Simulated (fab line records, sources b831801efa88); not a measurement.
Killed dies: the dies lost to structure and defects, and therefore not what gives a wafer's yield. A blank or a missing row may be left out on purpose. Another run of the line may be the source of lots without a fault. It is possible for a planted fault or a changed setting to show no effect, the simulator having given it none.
A lot that was struck, set against a sound lot    flow sky130    43 steps out of a route of 708
Sound: the wafers L373.2, L373.3, L373.4. Struck: wafers L383.1, L383.6 (left out: L383.5, a lot-mate that was not struck); the cause follows at the end.
Each step with rows lists, per side, the tool, then ch with its chambers, then its first start. Under that, the readings that differ: sound wafers    struck wafers    difference of the means    sigmas: that difference in standard deviations of wafers without a fault.
alike: words and numbers the same on both sides, and readings whose means are apart by under 2 such deviations; not compared: readings that were withheld, readings missing a value for some wafer, numbers with overlapping values and no deviation given by the record, and bounds like >300 which may hide the same value.
The two part at a step that has a row with sigmas, a row that says differs or no value, or rows on one side only. Numbers that have no deviation but don't overlap get no sigmas and don't part them. A reading that every wafer of one side lacks parts them only if that side has two wafers or more.

first, 2 steps without rows for these wafers: SKY_METAL3_PEB_11; SKY_METAL3_DEVELOP_12 (develop time 60 s).
SKY_METAL3_CD_MEAS_13 targets a cd of 300 nm.
  struck on cd-sem-02, day 44 20:49; sound on cd-sem-02, day 42 05:59
  alike: cd-nm
SKY_METAL3_OVL_MEAS_14:
  struck on overlay-01, day 44 20:56; sound on overlay-02, day 42 06:05
  alike: METAL3_OVL
then, 2 steps without rows for these wafers: SKY_METAL3_DESCUM_15 (chemistry O2, time 8 s); SKY_METAL3_ETCH_16 (etches BARC in N2/H2, stops on SiO2, time 88.2 s, target depth 60 nm).
SKY_METAL3_ETCH_17: etches SiO2 in C4F8/O2/Ar, stops on TiN, time 3.9 s, target depth 15 nm.
  sound on rie-diel-03 ch 0,1,3, day 42 06:15; struck on rie-diel-03 ch 0,2, day 44 21:07
  alike: oes-product-au, rf-fwd-power-W
  not compared: rf-hours-counter-h
then, 5 steps without rows for these wafers: SKY_METAL3_METAL_ETCH_18 (etches the open film in Cl2/BCl3, stops on SiO2, target depth 845 nm, time 183.1 s); SKY_METAL3_STRIP_19 (strips in O2/N2); SKY_METAL3_STRIP_20 (strips in post etch residue remover, time 1200 s); SKY_METAL3_CLEAN_21 (cleans in IPA, time 180 s); SKY_METAL3_CLEAN_22 (cleans in O3/DIW).
SKY_VIA3_HDPCVD_00: deposits SiO2, target thk 1635 nm, time 272.5 s.
  sound on hdpcvd-02 ch 1,2, day 42 07:08; struck on hdpcvd-01 ch 0,2, day 44 22:03
SKY_VIA3_THK_MEAS_01:
  struck on film-metro-02, day 44 22:18; sound on film-metro-02, day 42 07:19
reading               sound           struck     difference  sigmas
VIA3_HDPCVD_THK (nm)  1683 1638 1674  1624 1625  -40         -2
then, 1 step without rows for these wafers: SKY_VIA3_CMP_02 (polishes SiO2).
SKY_VIA3_BOW_MEAS_03:
  struck on film-metro-01, day 44 22:53; sound on film-metro-03, day 42 07:41
  alike: VIA3_BOW
then, 8 steps without rows for these wafers: SKY_VIA3_DEHYDRATE_04 (time 60 s); SKY_VIA3_HMDS_05 (prime time 60 s); SKY_VIA3_COAT_06 (resist thk 60 nm); SKY_VIA3_COAT_07 (resist thk 450 nm); SKY_VIA3_SOFTBAKE_08 (time 90 s); SKY_VIA3_EXPOSE_09 (exposes mask VIM3, target cd 200 nm); SKY_VIA3_PEB_10; SKY_VIA3_DEVELOP_11 (develop time 60 s).
SKY_VIA3_CD_MEAS_12 targets a cd of 200 nm.
  struck on cd-sem-02, day 45 19:55; sound on cd-sem-02, day 43 06:52
reading     sound              struck       difference  sigmas
cd-nm (nm)  197.5 196.6 197.8  201.5 201.7  +4.3        +3
SKY_VIA3_OVL_MEAS_13:
  struck on overlay-02, day 45 20:02; sound on overlay-01, day 43 06:59
  alike: VIA3_OVL
then, 2 steps without rows for these wafers: SKY_VIA3_ETCH_14 (etches BARC in N2/H2, stops on SiO2, time 45.9 s, target depth 60 nm); SKY_VIA3_ETCH_15 (etches SiO2 in C4F8/O2/Ar, stops on TiN, target depth 507 nm, time 78 s).
SKY_VIA3_STRIP_16: strips in O2/N2.
  sound on plasma-asher-03 ch 0,1, day 43 07:07; struck on plasma-asher-01 ch 0,1, day 45 20:11
reading                      sound        struck   difference  sigmas
drypump-motor-current-A (A)  6.2 6.1 6.3  5.4 4.9  -1.0        -2
  alike: o2-flow-sccm, oes-product-au, strip-time-to-endpoint-s
  not compared: rf-hours-counter-h
then, 3 steps without rows for these wafers: SKY_VIA3_STRIP_17 (strips in post etch residue remover, time 1200 s); SKY_VIA3_CLEAN_18 (cleans in IPA, time 180 s); SKY_VIA3_CLEAN_19 (cleans in O3/DIW).
SKY_VIA3_SPUTTER_20: material TiN, target thk 20 nm, time 80 s.
  struck on pvd-sputter-04, day 45 20:52; sound on pvd-sputter-02, day 43 08:02
  alike: chamber-pressure-pa, throttle-valve-pct
then, 1 step without rows for these wafers: SKY_VIA3_CVD_21 (deposits W, target thk 390 nm, time 117.31 s).
SKY_VIA3_RS_MEAS_22: uses a four-point probe to measure.
  struck on film-metro-02, day 45 21:02; sound on film-metro-02, day 43 08:15
  alike: VIA3_W_RS
SKY_VIA3_THK_MEAS_23: measures by xrf.
  struck on film-metro-02, day 45 21:10; sound on film-metro-02, day 43 08:22
  alike: VIA3_W_THK
SKY_VIA3_CMP_24: polishes, stops on SiO2, t overpolish 20 s, target thk 0 nm.
  sound on cmp-02 ch 1,2,3, day 43 08:25; struck on cmp-02 ch 1,2, day 45 21:22
  alike: head-pressure-psi, motor-current-A, overpolish-run-s, time-to-endpoint-s
then, 3 steps without rows for these wafers: SKY_METAL4_SPUTTER_00 (material Ti, target thk 15 nm, time 10 s); SKY_METAL4_SPUTTER_01 (material TiN, target thk 20 nm, time 16.7 s); SKY_METAL4_SPUTTER_02 (material AlCu, target thk 735 nm, time 39.1 s).
SKY_METAL4_SPUTTER_03: material Ti, target thk 5 nm, time 3.3 s.
  struck on pvd-sputter-04, day 45 21:37; sound on pvd-sputter-04, day 43 08:47
  alike: chamber-pressure-pa, throttle-valve-pct
then, 1 step without rows for these wafers: SKY_METAL4_SPUTTER_04 (material TiN, target thk 70 nm, time 58.3 s).
-- the record jumps here: 5 days lie between the struck wafers' starts before and after (it left off in module METAL4 and takes up again in module PAD_OPEN, whose first step shown is number 708 of the route) --
SKY_PAD_OPEN_PROBE_99:
  struck on prober-02, day 50 20:37; sound on prober-01, day 48 20:03
reading                                sound              struck                                             difference                    sigmas
hold                                   - - -              await-dispo/1.1h/release await-dispo/1.1h/release  no value on the sound wafers  
defect-limited-yield (%)               80.7 80.7 81.5     77.0 76.2                                          -4.4                          -2
killed_at_M0_to_M3                     53 49 40           81 89                                              +38                           +6
killed-at-front-end                    15 15 18           5 9                                                -9                            -2
killed-dies                            95 95 91           113 117                                            +21                           +2
sort_bin_3_pad_short (%)               1.0 0.6 0.6        2.6 1.8                                            +1.5                          +3
sort_bin_5_function (%)                11.8 11.2 9.6      14.2 17.1                                          +4.8                          +3
sort-n-pass                            397 397 401        379 375                                            -21                           -2
sort-yield-pct (%)                     80.7 80.7 81.5     77.0 76.2                                          -4.4                          -2
model.etest.tester.sort-n-pass         397 397 401        379 375                                            -21                           
model.etest.tester.sort-yield-pct (%)  80.69 80.69 81.5   77.03 76.22                                        -4.33                         
model.etest.tester.sort_bin_5_pct (%)  11.79 11.18 9.553  14.23 17.07                                        +4.81                         
  alike: killed_at_M4_up, killed-at-contacts, killed-at-other, killed-on-rim, killed-open, killed-short, sort_bin_6_memory

## WHERE THEY PART
At SKY_VIA3_THK_MEAS_01 first; at SKY_PAD_OPEN_PROBE_99 last (within this record only).

WHY: the cause the simulator had injected
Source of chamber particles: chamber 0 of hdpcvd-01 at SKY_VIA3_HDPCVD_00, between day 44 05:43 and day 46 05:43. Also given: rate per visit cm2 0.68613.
